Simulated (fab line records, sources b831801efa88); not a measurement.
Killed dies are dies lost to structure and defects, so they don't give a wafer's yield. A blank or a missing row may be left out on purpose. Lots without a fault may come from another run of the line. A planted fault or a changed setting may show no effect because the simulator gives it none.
Which tool did it? | flow sky130 | 15 lots, 45 wafers sampled, at 3 steps of a route of 708

WHAT THE GAUGES READ, wafer by wafer
SKY_VIA2_THK_MEAS_01. Usual: VIA2_HDPCVD_THK 1176 nm, standard deviation 11.
lot  | measured     | on            | VIA2_HDPCVD_THK (nm) | flag
L320 | day 35 03:55 | film_metro-03 | 1178 1174 1177       |
L321 | day 35 10:47 | film_metro-03 | 1190 1166 1184       |
L322 | day 35 14:24 | film_metro-04 | 1183 1183 1195       |
L324 | day 36 14:33 | film_metro-04 | 1170 1175 1171       |
L325 | day 36 17:17 | film_metro-03 | 1182 1180 1168       |
L326 | day 37 08:40 | film_metro-04 | 1167 1176 1183       |
L327 | day 37 10:46 | film_metro-03 | 1173 1181 1172       |
L339 | day 41 02:57 | film_metro-03 | 1173 1193 1173       |
L340 | day 41 06:53 | film_metro-04 | 1178 1170 1172       |
L341 | day 41 14:25 | film_metro-04 | 1185 1184 1173       |
L342 | day 41 19:38 | film_metro-04 | 1179 1170 1174       |
L343 | day 42 02:41 | film_metro-04 | 1169 1159 1153       |

WHICH TOOL RAN EACH LOT (tool, then ch and the chambers of the sampled wafers, then the start)
lot  | SKY_FIELD_ISO_PEB_11             | SKY_METAL1_SPUTTER_01
L320 | litho_track-03 ch 0, day 2 04:00 | pvd_sputter-03, day 31 15:14
L321 | litho_track-01 ch 0, day 2 10:00 | pvd_sputter-04, day 31 21:50
L322 | litho_track-01 ch 0, day 2 14:00 | pvd_sputter-01, day 32 02:15
L324 | litho_track-04 ch 0, day 3 01:00 | pvd_sputter-03, day 33 02:16
L325 | litho_track-03 ch 0, day 3 06:00 | pvd_sputter-01, day 33 05:36
L326 | litho_track-01 ch 0, day 3 10:00 | pvd_sputter-04, day 33 20:31
L327 | litho_track-04 ch 0, day 3 17:00 | pvd_sputter-04, day 33 23:45
L328 | litho_track-01, day 3 21:00      | -
L329 | litho_track-01, day 4 02:00      | -
L330 | litho_track-03, day 4 09:00      | -
L339 | litho_track-01 ch 0, day 6 08:00 | pvd_sputter-01, day 37 21:07
L340 | litho_track-01 ch 0, day 6 12:00 | pvd_sputter-01, day 37 21:43
L341 | litho_track-04 ch 0, day 6 17:00 | pvd_sputter-01, day 38 08:31
L342 | litho_track-01 ch 0, day 7 01:00 | pvd_sputter-04, day 38 14:20
L343 | litho_track-04 ch 0, day 7 04:00 | pvd_sputter-03, day 38 21:29
- SKY_FIELD_ISO_PEB_11
- SKY_METAL1_SPUTTER_01: material TiN, target thk 20 nm, time 16.7 s.

WHAT THE TOOLS THEMSELVES READ (means of the sampled wafers that have a number; where no wafer has one, the mark that the record gives instead)
SKY_FIELD_ISO_PEB_11. Usual: exhaust_pa 44.9 Pa, standard deviation 0.93.
lot  | tool           | exhaust_pa (Pa) | flag
L320 | litho_track-03 | 44.8            |
L321 | litho_track-01 | 45.1            |
L322 | litho_track-01 | 44.7            |
L324 | litho_track-04 | 45.2            |
L325 | litho_track-03 | 45.7            |
L326 | litho_track-01 | 45.9            |
L327 | litho_track-04 | 44.4            |
L328 | litho_track-01 | -               | OFF
L329 | litho_track-01 | -               | OFF
L330 | litho_track-03 | -               | OFF
L339 | litho_track-01 | 44.7            |
L340 | litho_track-01 | 44.8            |
L341 | litho_track-04 | 44.3            |
L342 | litho_track-01 | 44.6            |
L343 | litho_track-04 | 43.7            |

SKY_METAL1_SPUTTER_01. Usual: throttle_valve_pct 30.2 %, standard deviation 0.85.
lot  | tool           | throttle_valve_pct (%) | flag
L320 | pvd_sputter-03 | 30.0                   |
L321 | pvd_sputter-04 | 30.3                   |
L322 | pvd_sputter-01 | 29.7                   |
L324 | pvd_sputter-03 | 29.8                   |
L325 | pvd_sputter-01 | 30.9                   |
L326 | pvd_sputter-04 | 30.6                   |
L327 | pvd_sputter-04 | 30.2                   |
L339 | pvd_sputter-01 | 29.6                   |
L340 | pvd_sputter-01 | 30.5                   |
L341 | pvd_sputter-01 | 31.7                   |
L342 | pvd_sputter-04 | 30.3                   |
L343 | pvd_sputter-03 | 29.3                   |

THE ANSWER, worked out from the rows above alone
Rule: a lot is off if the mean of its wafers that have a number lies more than 3 standard deviations from the usual mean. A lot without any number at a reading at which 4 lots or more have one is off too. The other lots that the step has rows for count as sound. The gauges are gone through in route order, then the tools' own readings, and for those a lot's mean is taken as printed above. The first step at which some lot is off is used, and at that step the reading that is off furthest; a lot without a number counts as furthest.
Off: L328, L329, L330, at SKY_FIELD_ISO_PEB_11 (exhaust_pa). Without a number there: L328, L329, L330.
A tool fits if, at that step or a process step before it, it ran every lot that is off, and no sound lot after the first of them. None of those tried fits.

WHAT THE SIMULATOR HAD PUT IN
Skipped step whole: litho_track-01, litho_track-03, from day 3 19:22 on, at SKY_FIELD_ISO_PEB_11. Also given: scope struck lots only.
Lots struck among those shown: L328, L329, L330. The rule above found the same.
